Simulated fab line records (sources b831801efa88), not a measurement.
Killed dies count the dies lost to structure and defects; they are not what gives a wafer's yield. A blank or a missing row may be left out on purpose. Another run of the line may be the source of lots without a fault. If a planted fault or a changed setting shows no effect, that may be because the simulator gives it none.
8D (eight disciplines) problem report, filled in by code :: flow sky130 :: the parts of the form that need people (team, actions taken, sign-off) are left out

== 1. THE ISSUE ==
SKY_METAL5_METAL_ETCH_15, oes product au: mean 0.857 a.u. on 2 wafers (1 lot); fault-free wafers 0.894 a.u., standard deviation 0.0051. Relative to the usual mean, that is a shift of -7.2 standard deviations.
The step: etches the open film in Cl2/BCl3, stops on SiO2, target depth 1260 nm, time 252 s.
Earliest sighting: wafer L975.1 on rie metal-03 at day 47 11:34. At this step, 14 wafers from 5 lots have a number in the record. By rule, "out" or "out of limits" means more than 4 standard deviations away from the usual mean. The other wafers with a number count as sound.

== 2. WHAT IT IS AND WHAT IT IS NOT ==
question: which readings at this step
is: oes product au
is not: drypump motor current A, throttle valve pct

question: which lots
is: L975
is not: L964, L966, L979, L981

question: which wafers of those lots
is: all that have a number
is not: -

question: read on which tools
is: rie metal-03
is not: rie metal-01, rie metal-04

question: when
is: from day 47 11:34
is not: up to then (6 sound wafers); but 6 sound wafers of L979, L981 came after

== 3. SUSPECTS, AND WHAT RULES EACH OUT ==
Counting: any tool at a process step up to the reading is kept as a suspect provided that every lot that is out went through it and no sound lot did after the first of them.
- pvd sputter-02 at SKY_METAL5_SPUTTER_03 (material Ti, target thk 5 nm, time 3.3 s): kept. It ran the lot that is out, L975 (day 46 16:04), and no sound lot after that; its last sound lot up to then is L964 (day 44 21:35).
- pvd sputter-02 at SKY_METAL5_SPUTTER_04 (material TiN, target thk 70 nm, time 58.3 s): kept. It ran the lot that is out, L975 (day 46 16:05), and no sound lot after that; its last sound lot up to then is L964 (day 44 21:37).
- rie metal-03 at SKY_METAL5_DESCUM_14 (chemistry O2, time 11 s): kept. It ran the lot that is out, L975 (day 47 11:32), and no sound lot after that; its last sound lot up to then is L964 (day 45 18:45).
- rie metal-03 at SKY_METAL5_METAL_ETCH_15 (etches the open film in Cl2/BCl3, stops on SiO2, target depth 1260 nm, time 252 s): kept. It ran the lot that is out, L975 (day 47 11:34), and no sound lot after that; its last sound lot up to then is L964 (day 45 18:47). Out on those wafers are its own readings of oes product au.
Left after counting: pvd sputter-02 at SKY_METAL5_SPUTTER_03, pvd sputter-02 at SKY_METAL5_SPUTTER_04, rie metal-03 at SKY_METAL5_DESCUM_14, rie metal-03 at SKY_METAL5_METAL_ETCH_15.

== 4. THE CAUSE (what the simulator had put in) ==
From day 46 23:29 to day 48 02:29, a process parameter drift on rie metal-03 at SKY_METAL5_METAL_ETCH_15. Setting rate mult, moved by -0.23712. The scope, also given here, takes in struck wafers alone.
Counting leaves 4 suspects; this tool is one of them.

== 5. SEQUENCE OF EFFECTS, ordered by route ==
Rows list readings where the struck wafers' mean (over those with a number) sits beyond 3 standard deviations from the usual. Scope: only readings with a usual standard deviation given in the record; hours: median across lots of the time from each lot's start at the first step in this table that gives one to its start at this step; sigmas: change in usual standard deviations.
hours: 0
step: SKY_METAL5_METAL_ETCH_15
reading: oes product au
usual: 0.894 a.u.
on struck wafers: 0.857
change: -0.037
sigmas: -7.2

hours: 0
step: SKY_METAL5_STRIP_16
reading: strip time to endpoint s
usual: 13.00 s
on struck wafers: 14.97
change: +1.97
sigmas: +20

hours: 42
step: SKY_PAD_OPEN_PROBE_99
reading: defect limited yield
usual: 82.2 %
on struck wafers: 0.1
change: -82.1
sigmas: -43

hours: 42
step: SKY_PAD_OPEN_PROBE_99
reading: killed_at_M4_up
usual: 3.5
on struck wafers: 399.0
change: +395.5
sigmas: +99 or more

hours: 42
step: SKY_PAD_OPEN_PROBE_99
reading: killed dies
usual: 87
on struck wafers: 492
change: +404
sigmas: +43

hours: 42
step: SKY_PAD_OPEN_PROBE_99
reading: killed on rim
usual: 18
on struck wafers: 96
change: +78
sigmas: +19

hours: 42
step: SKY_PAD_OPEN_PROBE_99
reading: sort_bin_5_function
usual: 10.5 %
on struck wafers: 91.1
change: +80.6
sigmas: +58

hours: 42
step: SKY_PAD_OPEN_PROBE_99
reading: sort n pass
usual: 405
on struck wafers: 0
change: -404
sigmas: -43

hours: 42
step: SKY_PAD_OPEN_PROBE_99
reading: sort yield pct
usual: 82.2 %
on struck wafers: 0.1
change: -82.1
sigmas: -43
Here are the process steps it includes:
- SKY_METAL5_METAL_ETCH_15: etches the open film in Cl2/BCl3, stops on SiO2, target depth 1260 nm, time 252 s.
- SKY_METAL5_STRIP_16: strips in O2/N2.
- SKY_PAD_OPEN_PROBE_99

== 6. HOW IT WOULD HAVE BEEN CAUGHT EARLIER ==
12 hours passed between the start of the fault at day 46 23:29 and the first reading out of limits in this record, taken at day 47 11:34.
